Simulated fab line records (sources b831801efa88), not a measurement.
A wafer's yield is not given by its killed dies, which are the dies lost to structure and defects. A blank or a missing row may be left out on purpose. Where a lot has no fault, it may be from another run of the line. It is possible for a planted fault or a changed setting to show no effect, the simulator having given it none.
fab line records	flow sky130
record lots=13	wafers=39	lastDay=50
route steps=708 shown FIELD_ISO@26 NWELL@60 VT_ADJUST_HVTP@92
lots that met no fault: from a run of the same line without faults
startH: hours from the record's opening day to when the first of the lot's shown wafers began	waitH: hours elapsed since this lot's preceding step	" identical to the entry in the row above	L1.1+2: one row covering several wafers at once	- no value present, or no start provided	* or withheld: withheld	< > ~ a bound
route shown NAME@n: names a module that has steps shown in the file, with the first one's number in the route	usual: mean/standard deviation of fault-free wafers	same: alike in all rows	chamber/n: place in a boat	sites: readings site by site	_std_site: standard deviation across them	_edge_site: the outer-site mean with the inner-site mean subtracted	radiusMm: how far each site lies from the wafer's centre	mask NAME#n: copy n	behind: tool/chamber where the wafer was last shaped	hold: why the lot went on hold/how many hours it stayed there/how the hold came to an end	device: the transistor (n, p or np) that didn't switch	end of line: the route-end tests of the same wafers	a step given without rows: its recipe and nothing more	killed: dies lost to structure and defects at the first sort, not the wafer's yield	map: per-die view of a wafer (x killed, . not killed, _ where there is no die)
set.NAME: the run value of the setting; set.NAME@STEP: its run value at that earlier step	model.NAME: the simulator's own value behind a step, which no gauge read
a sample of lots followed through the steps of the route, with each step as a table and each wafer as a row
services: when a tool's chamber went out of use (startH, in hours from the record's first day, below 0 if earlier), for how many hours, and the reason
## steps
# step SKY_FIELD_ISO_THK_MEAS_25
# recipe reads=SiO2_of_FIELD_ISO_CVD_24
# usual FIELD_ISO_CVD_24_THK=598/6.1
lot.wafer	tool	chamber	startH	waitH	FIELD_ISO_CVD_24_THK[nm]
L744.2	filmMetro-02	-	39.31	0.0	601
L744.5	"	-	"	"	585
L744.6	"	-	"	"	599
L745.2	filmMetro-02	-	43.57	0.0	599
L745.4	"	-	"	"	594
L745.5	"	-	"	"	599
L746.1	filmMetro-02	-	47.08	0.0	589
L746.4	"	-	"	"	596
L746.5	"	-	"	"	595
L747.3	filmMetro-02	-	51.90	0.1	601
L747.5	"	-	"	"	594
L747.6	"	-	"	"	599
L750.1	filmMetro-02	-	67.94	0.0	607
L750.2	"	-	"	"	597
L750.3	"	-	"	"	604
L751.2	filmMetro-02	-	74.62	0.0	594
L751.5	"	-	"	"	597
L751.6	"	-	"	"	587
L758.1	filmMetro-03	-	109.91	0.0	589
L758.5	"	-	"	"	596
L758.6	"	-	"	"	591
L759.2	filmMetro-02	-	114.31	0.0	603
L759.3	"	-	"	"	604
L759.4	"	-	"	"	601
L760.2	filmMetro-02	-	121.07	0.0	602
L760.4	"	-	"	"	609
L760.6	"	-	"	"	604
L762.3	filmMetro-02	-	132.10	0.1	608
L762.5	"	-	"	"	599
L762.6	"	-	"	"	599
L763.3	filmMetro-02	-	137.52	0.1	612
L763.4	"	-	"	"	599
L763.6	"	-	"	"	601
L764.1	filmMetro-02	-	141.57	0.0	596
L764.2	"	-	"	"	586
L764.6	"	-	"	"	596
L766.3	filmMetro-02	-	151.15	0.1	599
L766.5	"	-	"	"	596
L766.6	"	-	"	"	598
# step SKY_NWELL_EXPOSE_07
# recipe maskId=NWM	na=0.6	sourceShape=conventional	sigmaOuter=0.6	polarization=unpolarized	targetCdNm=840	doseMj=255
# usual exposureDoseMJCm2=254.97/0.25	reticleTempC=23.01/0.11
# same na=0.6
lot.wafer	tool	chamber	startH	waitH	mask	exposureDoseMJCm2	reticleTempC
L744.2	ilineStepper-01	0	84.56	-	NWM#0	255.02	22.78
L744.5	"	0	"	"	NWM#0	255.15	23.00
L744.6	"	0	"	"	NWM#0	254.58	23.00
L745.2	ilineStepper-01	0	90.00	-	NWM#0	255.29	23.02
L745.4	"	0	"	"	NWM#0	255.06	22.91
L745.5	"	0	"	"	NWM#0	255.02	22.85
L746.1	ilineStepper-01	0	93.09	-	NWM#0	254.90	23.04
L746.4	"	0	"	"	NWM#0	254.89	23.04
L746.5	"	0	"	"	NWM#0	255.01	22.98
L747.3	ilineStepper-02	0	101.09	-	NWM#0	254.78	23.26
L747.5	"	0	"	"	NWM#0	255.21	23.11
L747.6	"	0	"	"	NWM#0	254.95	23.00
L750.1	ilineStepper-01	0	116.61	-	PWDEM#0	255.28	23.08
L750.2	"	0	"	"	PWDEM#0	255.00	22.85
L750.3	"	0	"	"	PWDEM#0	255.03	23.08
L751.2	ilineStepper-02	0	124.13	-	NWM#0	255.54	23.03
L751.5	"	0	"	"	NWM#0	255.00	22.89
L751.6	"	0	"	"	NWM#0	255.32	22.79
L758.1	ilineStepper-01	0	163.36	-	NWM#0	255.23	22.90
L758.5	"	0	"	"	NWM#0	254.92	22.99
L758.6	"	0	"	"	NWM#0	254.98	23.10
L759.2	ilineStepper-02	0	167.99	-	NWM#0	254.94	23.17
L759.3	"	0	"	"	NWM#0	255.11	23.09
L759.4	"	0	"	"	NWM#0	254.84	23.04
L760.2	ilineStepper-01	0	173.63	-	NWM#0	254.97	23.09
L760.4	"	0	"	"	NWM#0	255.21	22.91
L760.6	"	0	"	"	NWM#0	254.88	22.96
L762.3	ilineStepper-01	0	189.13	-	NWM#0	255.25	23.05
L762.5	"	0	"	"	NWM#0	254.98	22.99
L762.6	"	0	"	"	NWM#0	254.95	22.93
L763.3	ilineStepper-02	0	195.30	-	NWM#0	255.02	22.86
L763.4	"	0	"	"	NWM#0	254.76	22.81
L763.6	"	0	"	"	NWM#0	254.37	22.71
L764.1	ilineStepper-01	0	198.31	-	NWM#0	254.55	23.19
L764.2	"	0	"	"	NWM#0	255.08	23.00
L764.6	"	0	"	"	NWM#0	254.70	22.95
L766.3	ilineStepper-01	0	208.70	-	NWM#0	255.16	23.30
L766.5	"	0	"	"	NWM#0	254.91	23.22
L766.6	"	0	"	"	NWM#0	255.20	23.15
# step SKY_NWELL_OVL_MEAS_10
# usual NWELL_00_OVL=0.2/1.3
lot.wafer	tool	chamber	startH	waitH	NWELL_00_OVL[nm]
L744.2	overlay-02	-	92.49	-	-0.4
L744.5	"	-	"	"	1.4
L744.6	"	-	"	"	1.5
L745.2	overlay-01	-	97.19	-	1.5
L745.4	"	-	"	"	1.1
L745.5	"	-	"	"	-1.0
L746.1	overlay-01	-	101.63	-	-0.6
L746.4	"	-	"	"	-1.7
L746.5	"	-	"	"	-1.4
L747.3	overlay-01	-	109.70	-	-0.4
L747.5	"	-	"	"	0.9
L747.6	"	-	"	"	-0.1
L750.1	overlay-02	-	126.23	-	-
L750.2	"	-	"	"	-
L750.3	"	-	"	"	-
L751.2	overlay-02	-	132.94	-	1.6
L751.5	"	-	"	"	-1.5
L751.6	"	-	"	"	-1.5
L758.1	overlay-02	-	172.63	-	4.2
L758.5	"	-	"	"	0.6
L758.6	"	-	"	"	1.5
L759.2	overlay-01	-	177.60	-	1.6
L759.3	"	-	"	"	2.6
L759.4	"	-	"	"	0.8
L760.2	overlay-02	-	184.10	-	0.6
L760.4	"	-	"	"	0.1
L760.6	"	-	"	"	1.4
L762.3	overlay-02	-	199.79	-	0.0
L762.5	"	-	"	"	-0.1
L762.6	"	-	"	"	0.6
L763.3	overlay-02	-	206.44	-	-0.4
L763.4	"	-	"	"	0.7
L763.6	"	-	"	"	-0.3
L764.1	overlay-01	-	209.83	-	-1.2
L764.2	"	-	"	"	-0.3
L764.6	"	-	"	"	0.0
L766.3	overlay-01	-	218.79	-	-0.1
L766.5	"	-	"	"	1.1
L766.6	"	-	"	"	0.5
# step SKY_NWELL_TW_MEAS_15
# usual NWELL_TW=1846/9.7
lot.wafer	tool	chamber	startH	waitH	NWELL_TW
L744.2	filmMetro-01	-	93.08	0.1	1863
L744.5	"	-	"	"	1864
L744.6	"	-	"	"	1861
L745.2	filmMetro-01	-	97.78	0.1	1851
L745.4	"	-	"	"	1861
L745.5	"	-	"	"	1850
L746.1	filmMetro-02	-	102.22	0.1	1851
L746.4	"	-	"	"	1852
L746.5	"	-	"	"	1843
L747.3	filmMetro-01	-	110.30	0.1	1840
L747.5	"	-	"	"	1837
L747.6	"	-	"	"	1853
L750.1	filmMetro-01	-	126.82	0.1	30
L750.2	"	-	"	"	31
L750.3	"	-	"	"	31
L751.2	filmMetro-01	-	133.53	0.1	1855
L751.5	"	-	"	"	1849
L751.6	"	-	"	"	1853
L758.1	filmMetro-02	-	173.22	0.1	1833
L758.5	"	-	"	"	1842
L758.6	"	-	"	"	1843
L759.2	filmMetro-04	-	178.19	0.1	1845
L759.3	"	-	"	"	1840
L759.4	"	-	"	"	1834
L760.2	filmMetro-04	-	184.69	0.1	1822
L760.4	"	-	"	"	1831
L760.6	"	-	"	"	1833
L762.3	filmMetro-01	-	200.39	0.1	1845
L762.5	"	-	"	"	1826
L762.6	"	-	"	"	1840
L763.3	filmMetro-01	-	207.04	0.1	1844
L763.4	"	-	"	"	1835
L763.6	"	-	"	"	1841
L764.1	filmMetro-02	-	210.42	0.1	1851
L764.2	"	-	"	"	1856
L764.6	"	-	"	"	1854
L766.3	filmMetro-01	-	243.76	0.1	1843
L766.5	"	-	"	"	1838
L766.6	"	-	"	"	1836
# step SKY_NWELL_TW_MEAS_26
# usual NWELL_2_TW=502.9/2.6
lot.wafer	tool	chamber	startH	waitH	NWELL_2_TW
L744.2	filmMetro-02	-	111.33	0.1	503.6
L744.5	"	-	"	"	502.8
L744.6	"	-	"	"	502.1
L745.2	filmMetro-01	-	115.53	0.1	502.6
L745.4	"	-	"	"	503.1
L745.5	"	-	"	"	505.1
L746.1	filmMetro-01	-	120.42	0.1	503.2
L746.4	"	-	"	"	509.3
L746.5	"	-	"	"	506.3
L747.3	filmMetro-02	-	129.20	0.1	499.1
L747.5	"	-	"	"	499.6
L747.6	"	-	"	"	502.3
L750.1	filmMetro-01	-	146.03	0.1	502.3
L750.2	"	-	"	"	508.0
L750.3	"	-	"	"	503.8
L751.2	filmMetro-02	-	152.73	0.1	497.0
L751.5	"	-	"	"	501.8
L751.6	"	-	"	"	499.7
L758.1	filmMetro-02	-	194.27	0.1	505.8
L758.5	"	-	"	"	506.9
L758.6	"	-	"	"	503.3
L759.2	filmMetro-02	-	199.13	0.1	506.1
L759.3	"	-	"	"	505.0
L759.4	"	-	"	"	504.6
L760.2	filmMetro-04	-	205.84	0.1	502.6
L760.4	"	-	"	"	501.5
L760.6	"	-	"	"	501.1
L762.3	filmMetro-02	-	223.75	0.1	500.0
L762.5	"	-	"	"	499.1
L762.6	"	-	"	"	500.7
L763.3	filmMetro-04	-	228.89	0.1	500.3
L763.4	"	-	"	"	502.3
L763.6	"	-	"	"	501.9
L764.1	filmMetro-01	-	232.42	0.1	505.1
L764.2	"	-	"	"	503.8
L764.6	"	-	"	"	501.7
L766.3	filmMetro-01	-	267.19	0.1	503.0
L766.5	"	-	"	"	503.3
L766.6	"	-	"	"	503.7
# step SKY_VT_ADJUST_HVTP_CD_MEAS_07
# recipe targetCdNm=380
# usual cdNm=379.5/2.7
lot.wafer	tool	chamber	startH	waitH	cdNm
L744.2	cdSem-01	-	130.11	0.1	377.2
L744.5	"	-	"	"	376.3
L744.6	"	-	"	"	377.4
L745.2	cdSem-02	-	134.50	0.1	378.5
L745.4	"	-	"	"	375.9
L745.5	"	-	"	"	377.0
L746.1	cdSem-02	-	140.29	0.1	378.3
L746.4	"	-	"	"	380.0
L746.5	"	-	"	"	377.9
L747.3	cdSem-02	-	148.57	0.1	382.3
L747.5	"	-	"	"	381.8
L747.6	"	-	"	"	382.2
L750.1	cdSem-01	-	166.54	0.1	380.4
L750.2	"	-	"	"	383.1
L750.3	"	-	"	"	377.8
L751.2	cdSem-02	-	172.56	0.1	374.2
L751.5	"	-	"	"	376.8
L751.6	"	-	"	"	377.4
L758.1	cdSem-01	-	216.68	0.1	381.2
L758.5	"	-	"	"	383.4
L758.6	"	-	"	"	382.8
L759.2	cdSem-01	-	221.95	0.1	379.1
L759.3	"	-	"	"	380.3
L759.4	"	-	"	"	379.3
L760.2	cdSem-01	-	228.25	0.1	376.9
L760.4	"	-	"	"	377.6
L760.6	"	-	"	"	374.0
L762.3	cdSem-01	-	247.33	0.1	381.9
L762.5	"	-	"	"	382.1
L762.6	"	-	"	"	380.4
L763.3	cdSem-02	-	252.73	0.1	380.1
L763.4	"	-	"	"	377.2
L763.6	"	-	"	"	376.8
L764.1	cdSem-02	-	255.98	0.1	377.6
L764.2	"	-	"	"	378.7
L764.6	"	-	"	"	376.3
L766.3	cdSem-02	-	292.62	0.1	377.6
L766.5	"	-	"	"	378.9
L766.6	"	-	"	"	377.6
## services
tool	chamber	startH	hours	kind
ilineStepper-01	0	62.71	-	calibration
ilineStepper-02	-	71.41	19.9	repair
ilineStepper-02	-	116.76	-	calibration
ilineStepper-02	0	158.74	-	calibration
ilineStepper-02	-	186.10	2.1	pm
ilineStepper-02	-	188.18	-	consumableReplace:lamp
ilineStepper-01	-	200.28	1.7	pm
## key
firstSign step=SKY_NWELL_EXPOSE_07	reading=mask	direction=changed
effect step=SKY_NWELL_OVL_MEAS_10	reading=NWELL_00_OVL	direction=missing
effect step=SKY_NWELL_TW_MEAS_15	reading=NWELL_TW	direction=down	sigmas=99+	usual=1846	struck=31
metAt SKY_NWELL_EXPOSE_07
struckLots L750
sortLeftOut L750.1,L750.2,L750.3
testerLeftOut L750
notActingAt SKY_FIELD_ISO_THK_MEAS_25,SKY_NWELL_TW_MEAS_26,SKY_VT_ADJUST_HVTP_CD_MEAS_07
onsetBetween 93.09 116.61
fault kind=wrongMask	tool=any	chamber=-	onsetH=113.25	steps=SKY_NWELL_EXPOSE_07	auxCopy=PWDEM#0	scope=struckLotsOnly
# testerLeftOut: of these lots the tester's yield and bins aren't shown, on N5 and GAA mostly nor the transistor test; their killed dies are dies lost to structure and defects alone, not to doping, threshold or leakage, so they don't give the yield
# sortLeftOut: the simulated sort isn't trusted on such a fault, so these wafers' sort isn't shown, and their yield isn't known
